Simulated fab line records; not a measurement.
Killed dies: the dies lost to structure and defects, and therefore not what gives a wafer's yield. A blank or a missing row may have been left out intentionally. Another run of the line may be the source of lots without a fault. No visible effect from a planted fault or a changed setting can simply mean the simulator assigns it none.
2 desks, one fault + flow sky130 + only its own numbers are on each desk; what lay behind them is given at the end

== FOR THE TOOL OWNER'S DESK: pecvd-01 ==
The tool's own readings at SKY_CAP2M_CVD_00 (deposits SiO2, target thk 15.5 nm): means of the sampled wafers that have a number, for each lot that ran on this tool. Marked OUT: a lot whose mean sits more than 4 standard deviations from the usual mean, which makes it out of limits; the brackets give that distance.
Columns: A = heater-power-w at SKY_CAP2M_CVD_00, usual 753 W; B = susceptor-temp-C at SKY_CAP2M_CVD_00, usual 399.98 C
| lot  | first seen here | A   | B      |
|------|-----------------|-----|--------|
| L170 | day 41 12:39    | 777 | 399.89 |
| L175 | day 43 01:26    | 854 | 399.93 |
| L177 | day 43 07:47    | 805 | 400.19 |
| L184 | day 46 00:55    | 852 | 400.09 |
| L186 | day 46 05:16    | 729 | 399.96 |
Result from this desk: across the 5 lots, nothing is out of limits.

== AT THE METROLOGY DESK ==
Lot by lot, what the gauges showed, no matter which tool ran the lot: averages of those sampled wafers that carry a number. Marked OUT: a lot whose mean sits more than 4 standard deviations from the usual mean, which makes it out of limits; the brackets give that distance.
Columns: A = VIA3_BOW at SKY_VIA3_BOW_MEAS_03, usual 77 um; B = CAP2M_CVD_00_THK at SKY_CAP2M_THK_MEAS_01, usual 15.53 nm
| lot  | first seen here | A  | B                |
|------|-----------------|----|------------------|
| L164 | day 37 22:23    | 76 | 15.42            |
| L166 | day 38 21:08    | 81 | 15.58            |
| L168 | day 39 19:59    | 80 | 15.67            |
| L170 | day 40 10:45    | 73 | 15.52            |
| L175 | day 41 19:34    | 68 | 14.26 (-6.0) OUT |
| L177 | day 42 07:05    | 74 | 12.96 (-12) OUT  |
| L178 | day 42 08:46    | 77 | 15.41            |
| L184 | day 45 02:14    | 76 | 15.35            |
| L183 | day 45 02:23    | 73 | 15.51            |
| L185 | day 45 04:10    | 66 | 15.38            |
| L186 | day 45 06:37    | 70 | 15.62            |
This desk finds L175, L177 out of limits, with the earliest case on L175 at day 43 01:28 (CAP2M_CVD_00_THK at SKY_CAP2M_THK_MEAS_01). In limits: L164, L166, L168, L170, L178, L184, L183, L185, L186.

== BROUGHT TOGETHER ==
On L175, L177, the metrology desk was in a position to raise an alarm at day 43 01:28.
The desk of the tool owner found nothing out of limits.
Tool owner's desk: L175, L177 on record, inside its limits.
All the named lots went through SKY_CAP2M_CVD_00 on pecvd-01.

== WHAT THE SIMULATOR HAD PUT IN ==
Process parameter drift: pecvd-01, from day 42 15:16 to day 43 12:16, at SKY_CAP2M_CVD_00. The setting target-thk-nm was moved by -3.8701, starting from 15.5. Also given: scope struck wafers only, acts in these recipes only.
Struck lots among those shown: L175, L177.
Time in hours between the start of the fault and the first out-of-limits reading at each desk: metrology desk, 10.
